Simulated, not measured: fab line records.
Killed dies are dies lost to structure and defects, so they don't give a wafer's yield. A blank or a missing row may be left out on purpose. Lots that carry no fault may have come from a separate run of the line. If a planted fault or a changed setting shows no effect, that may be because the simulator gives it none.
Struck lot and sound lot, side by side -- flow gf180mcu -- 14 steps out of a route of 602
Sound: the wafers L632.1, L632.3, L632.4. Struck: wafers L643.1, L643.4, L643.6. At the end, the cause is stated.
For every step that has rows: the tool of each side, followed by ch and its chambers, followed by its first start. Under that, the readings that differ: sound wafers -- struck wafers -- difference of the means -- sigmas: that difference in standard deviations of wafers without a fault.
alike: readings with means less than 2 such deviations apart, plus words and numbers identical on both sides. not compared: withheld readings, readings lacking a value on some wafer, bounds such as >300 that could conceal the same value, and numbers that have no deviation in the record and whose values overlap.
Wherever a step has rows on one side only, a row that says differs or no value, or a row with sigmas, the two part there. Numbers that have no deviation but don't overlap get no sigmas and don't part them. A reading that every wafer of one side lacks parts them only if that side has two wafers or more.

first, 1 step without rows for these wafers: GF_V4_ETCH_17 (etches SiO2 in C4F8/O2/Ar, stops on TiN, target depth 630 nm).
GF_V4_STRIP_18: strips in O2/N2.
  sound on plasma_asher-04 ch 0,1, day 24 07:23; struck on plasma_asher-03 ch 0, day 28 01:36
reading,sound,struck,difference,sigmas
heater_power_w (W),294 328 306,397 394 399,+87,+3
  alike: chamber_pressure_mTorr, drypump_motor_current_A, o2_flow_sccm, oes_product_au
  not compared: rf_hours_counter_h
then, 3 steps without rows for these wafers: GF_V4_STRIP_19 (strips in post etch residue remover, time 1200 s); GF_V4_CLEAN_20 (cleans in DIW); GF_V4_SPUTTER_21 (material Ti, target thk 15 nm, time 80.02 s).
GF_V4_SPUTTER_22: material TiN, target thk 10 nm, time 40 s.
  sound on pvd_sputter-01, day 24 07:59; struck on pvd_sputter-04, day 28 02:11
  alike: cathode_dc_power_W, chamber_pressure_pa, throttle_valve_pct
GF_V4_CVD_23: deposits W, target thk 350 nm, time 104.9 s.
  sound on cvd_w-02 ch 0,1, day 24 08:01; struck on cvd_w-02 ch 0,1, day 28 02:14
  alike: heater_power_w
GF_V4_RS_MEAS_24: a four-point-probe measurement.
  sound on film_metro-03, day 24 08:08; struck on film_metro-04, day 28 02:20
  alike: V4_W_RS
GF_V4_THK_MEAS_25: measures by xrf.
  sound on film_metro-03, day 24 08:15; struck on film_metro-04, day 28 02:28
  alike: V4_W_THK
GF_V4_CMP_26: polishes, stops on SiO2, t overpolish 15 s, target thk 0 nm.
  sound on cmp-02 ch 0,1,2, day 24 08:19; struck on cmp-01 ch 0,1,2, day 28 02:37
  alike: motor_current_A, overpolish_run_s, time_to_endpoint_s
GF_MIM_SPUTTER_00: material Ti, target thk 37.5 nm, time 150 s.
  sound on pvd_sputter-02, day 24 08:37; struck on pvd_sputter-01, day 28 02:49
  alike: cathode_dc_power_W, chamber_pressure_pa, substrate_temp_c, throttle_valve_pct
then, 1 step without rows for these wafers: GF_MIM_SPUTTER_01 (material TiN, target thk 30 nm, time 25 s).
GF_MIM_SPUTTER_02: material AlCu, target thk 450 nm, time 23.9 s.
  sound on pvd_sputter-02, day 24 08:45; struck on pvd_sputter-01, day 28 02:57
  no value came back on the struck wafers for cathode_dc_power_W (W), chamber_pressure_pa (Pa), throttle_valve_pct (%); on the sound wafers cathode_dc_power_W (W) reads 10600 10602 10600
then, 1 step without rows for these wafers: GF_MIM_SPUTTER_03 (material Ti, target thk 10 nm, time 6.7 s).

## WHERE THEY PART
First at GF_V4_STRIP_18; last, within this record, at GF_MIM_SPUTTER_02.

WHY: what the simulator had put in
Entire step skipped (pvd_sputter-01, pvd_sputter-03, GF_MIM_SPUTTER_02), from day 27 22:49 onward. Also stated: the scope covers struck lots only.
